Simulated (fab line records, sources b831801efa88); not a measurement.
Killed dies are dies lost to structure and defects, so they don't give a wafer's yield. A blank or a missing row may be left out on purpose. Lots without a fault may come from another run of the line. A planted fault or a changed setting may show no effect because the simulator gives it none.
Which tool did it? | flow gf180mcu | 24 lots, 72 wafers sampled, at 3 steps of a route of 602

WHAT THE GAUGES READ, wafer by wafer
GF_MVSD_TW_MEAS_11.
lot  | measured     | on            | MVSD_TW
L074 | day 4 11:19  | film_metro-04 | 1570 1560 1565
L075 | day 4 17:00  | film_metro-04 | 1564 1567 1566
L076 | day 4 22:23  | film_metro-02 | 1556 1560 1563
L077 | day 5 07:16  | film_metro-04 | 1563 1568 1570
L078 | day 5 09:21  | film_metro-01 | 1563 1572 1558
L079 | day 5 17:29  | film_metro-04 | 1568 1566 1567
L080 | day 5 21:39  | film_metro-01 | 1571 1566 1566
L081 | day 6 01:27  | film_metro-02 | 1566 1573 1566
L082 | day 6 10:55  | film_metro-01 | 1567 1565 1563
L083 | day 6 14:38  | film_metro-04 | 1559 1557 1565
L084 | day 6 19:18  | film_metro-02 | 1582 1578 1578
L085 | day 7 02:51  | film_metro-04 | 1570 1555 1575
L086 | day 7 10:01  | film_metro-02 | 1575 1560 1568
L087 | day 7 14:22  | film_metro-04 | 1556 1563 1558
L088 | day 7 19:05  | film_metro-01 | 1559 1563 1562
L089 | day 8 02:05  | film_metro-01 | 1550 1543 1543
L090 | day 8 10:43  | film_metro-02 | 1579 1571 1577
L091 | day 8 13:43  | film_metro-04 | 1568 1558 1570
L092 | day 8 18:04  | film_metro-01 | 1548 1553 1553
L093 | day 9 00:42  | film_metro-01 | 1566 1571 1570
L094 | day 9 10:05  | film_metro-02 | 1563 1564 1567
L095 | day 9 13:08  | film_metro-01 | 1558 1568 1569
L096 | day 9 17:53  | film_metro-01 | 1557 1561 1567
L097 | day 10 00:11 | film_metro-01 | 1561 1557 1571

GF_VT_IMPLANT_TW_MEAS_10.
lot  | measured     | on            | VT_IMPLANT_TW
L074 | day 5 15:31  | film_metro-01 | 571.7 566.6 568.5
L075 | day 5 21:49  | film_metro-01 | 564.6 565.4 566.7
L076 | day 6 03:08  | film_metro-01 | 565.8 565.4 567.2
L077 | day 6 12:54  | film_metro-02 | 569.7 569.8 568.2
L078 | day 6 14:54  | film_metro-03 | 560.8 559.4 562.4
L079 | day 6 23:08  | film_metro-03 | 561.0 560.0 563.2
L080 | day 7 04:15  | film_metro-01 | 566.5 562.8 563.5
L081 | day 7 08:42  | film_metro-03 | 563.0 564.0 563.2
L082 | day 7 18:13  | film_metro-03 | 562.6 564.4 561.3
L083 | day 7 21:22  | film_metro-02 | 568.0 568.2 567.3
L084 | day 8 03:26  | film_metro-03 | 566.9 561.0 564.2
L085 | day 8 11:10  | film_metro-02 | 571.0 570.5 569.6
L086 | day 8 18:32  | film_metro-03 | 564.0 565.2 563.9
L087 | day 8 21:50  | film_metro-03 | 566.7 563.2 566.2
L088 | day 9 04:35  | film_metro-01 | 565.4 568.5 568.1
L089 | day 9 10:40  | film_metro-02 | 567.2 564.3 565.1
L090 | day 9 20:44  | film_metro-03 | 563.8 560.8 561.8
L091 | day 10 00:43 | film_metro-03 | 567.3 565.8 566.4
L092 | day 10 03:36 | film_metro-01 | 561.4 562.8 561.9
L093 | day 10 10:59 | film_metro-03 | 564.9 564.4 564.2
L094 | day 10 22:34 | film_metro-03 | 568.3 565.0 564.0
L095 | day 11 00:47 | film_metro-01 | 564.0 565.0 562.7
L096 | day 11 07:04 | film_metro-03 | 564.3 562.7 564.7
L097 | day 11 13:23 | film_metro-01 | 565.4 562.1 563.4

GF_VT_IMPLANT_OVL_MEAS_29.
lot  | measured     | on         | VT_IMPLANT_02_OVL (nm)
L074 | day 6 20:58  | overlay-01 | 1.3 2.3 1.0
L075 | day 7 03:22  | overlay-02 | -0.3 0.4 -0.8
L076 | day 7 09:40  | overlay-01 | -0.1 1.8 -1.1
L077 | day 7 19:48  | overlay-02 | 0.9 0.9 1.3
L078 | day 7 22:08  | overlay-01 | 2.1 2.6 1.0
L079 | day 8 06:58  | overlay-01 | 0.6 -2.9 -0.3
L080 | day 8 12:27  | overlay-01 | -1.9 -1.2 -1.0
L081 | day 8 16:55  | overlay-02 | -0.9 -1.4 -1.9
L082 | day 9 03:18  | overlay-02 | 0.6 -0.8 -1.5
L083 | day 9 06:18  | overlay-02 | 0.0 3.1 1.5
L084 | day 9 12:18  | overlay-02 | 0.8 0.1 0.1
L085 | day 9 20:21  | overlay-01 | -1.0 1.2 1.7
L086 | day 10 04:04 | overlay-02 | -0.3 0.8 -0.2
L087 | day 10 08:33 | overlay-02 | 0.3 0.2 0.7
L088 | day 10 14:04 | overlay-02 | -0.3 3.5 0.5
L089 | day 10 21:58 | overlay-02 | 1.8 1.2 -0.1
L090 | day 11 08:37 | overlay-01 | -1.2 -1.1 -0.2
L091 | day 11 13:16 | overlay-02 | 1.5 2.0 -2.0
L092 | day 11 16:04 | overlay-02 | 0.3 -1.0 0.4
L093 | day 11 23:48 | overlay-02 | 0.1 1.0 1.8
L094 | day 12 11:52 | overlay-02 | 0.6 -0.6 -0.5
L095 | day 12 14:21 | overlay-01 | 2.1 2.4 1.9
L096 | day 12 21:20 | overlay-01 | 0.0 0.8 0.5
L097 | day 13 03:05 | overlay-01 | -0.6 -0.2 0.1

WHICH TOOL RAN EACH LOT (tool, then ch and the chambers of the sampled wafers, then the start)
The record holds no process step before these readings.

WHAT THE TOOLS THEMSELVES READ (means of the sampled wafers that have a number; where no wafer has one, the mark that the record gives instead)
The record holds no such reading with a usual standard deviation.

THE ANSWER, worked out from the rows above alone
Rule: what is usual is taken from the lots themselves. Put in order of their means at a reading, lots are off if they are a third of the lots or fewer, leave a main group of 4 or more, and stand apart from it by a gap of 3 or more times the standard deviation of the main group's means; of several such gaps the widest counts. A main group whose means are all the same, to the digits that the tables above print for the reading, isn't used. A lot without any number at a reading at which 4 lots or more have one is off too. The other lots that the step has rows for count as sound. The gauges are gone through in route order, then the tools' own readings, and for those a lot's mean is taken as printed above. The first step at which some lot is off is used, and at that step the reading that is off furthest; a lot without a number counts as furthest.
No lot is off at any reading shown: from this, nothing can be told.

WHAT THE SIMULATOR HAD PUT IN
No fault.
